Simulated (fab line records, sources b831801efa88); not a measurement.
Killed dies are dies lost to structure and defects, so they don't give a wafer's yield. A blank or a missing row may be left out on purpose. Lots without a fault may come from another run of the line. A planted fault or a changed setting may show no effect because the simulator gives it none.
Problem report in the 8D (eight disciplines) form, filled by code | flow sky130 | the parts of the form that need people (team, actions taken, sign-off) are left out

1. THE PROBLEM
plate_temp_C at SKY_POLY_GATE_SOFTBAKE_09 reads a mean of 97.04 C on 6 wafers of 2 lots; wafers without a fault read 99.99 C with a standard deviation of 0.13. That is -23 standard deviations from the usual mean.
The step: time 90 s.
First seen on wafer L476.3, day 19 17:00, on litho_track-03. The record holds 42 wafers of 14 lots with a number at this step. Rule for "out", or "out of limits": more than 4 standard deviations from the usual mean. The other wafers with a number count as sound.

2. WHAT IT IS AND WHAT IT IS NOT
question                    | is                                 | is not
which readings at this step | plate_temp_C, heater_power_total_W | exhaust_pa
which lots                  | L476, L477                         | L466, L468, L469, L470, L472, L473, L478, L483, L485, L486, L487, L488
which wafers of those lots  | all that have a number             | -
read on which tools         | litho_track-03                     | litho_track-01, litho_track-02
when                        | from day 19 17:00                  | up to then (18 sound wafers); but 18 sound wafers of L478, L483, L485, L486, L487, L488 came after

3. SUSPECTS, AND WHAT RULES EACH OUT
Counting: a tool at a process step up to the reading stays a suspect if it ran every lot that is out and no sound lot after the first of them.
- litho_track-03 at SKY_POLY_GATE_SOFTBAKE_09 (time 90 s): ruled out as a lasting fault. Sound lots L485 ran on it after its first lot that is out, L476 (day 19 17:00).
Left after counting: nothing in the record.

4. THE CAUSE (what the simulator had put in)
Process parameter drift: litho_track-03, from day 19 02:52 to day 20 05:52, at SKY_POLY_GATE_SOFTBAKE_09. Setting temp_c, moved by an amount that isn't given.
Counting ruled it out, wrongly.

5. THE CHAIN OF EFFECTS, in route order
Each row: a reading whose mean over the struck wafers that have a number lies more than 3 standard deviations from the usual. Only readings for which the record gives a usual standard deviation are gone through. hours: the time from each lot's start at the first step in this table that gives one to its start at this step, as a median over the lots. sigmas: the change in usual standard deviations.
hours | step                      | reading              | usual   | on struck wafers | change | sigmas
0     | SKY_POLY_GATE_SOFTBAKE_09 | heater_power_total_W | 57.36 W | 55.11            | -2.25  | -19
0     | SKY_POLY_GATE_SOFTBAKE_09 | plate_temp_C         | 99.99 C | 97.04            | -2.95  | -23
The process steps in it:
- SKY_POLY_GATE_SOFTBAKE_09: time 90 s.

6. WHAT WOULD HAVE CAUGHT IT SOONER
In this record the first reading out of limits was taken at day 19 17:00, 14 hours after the fault began at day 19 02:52.
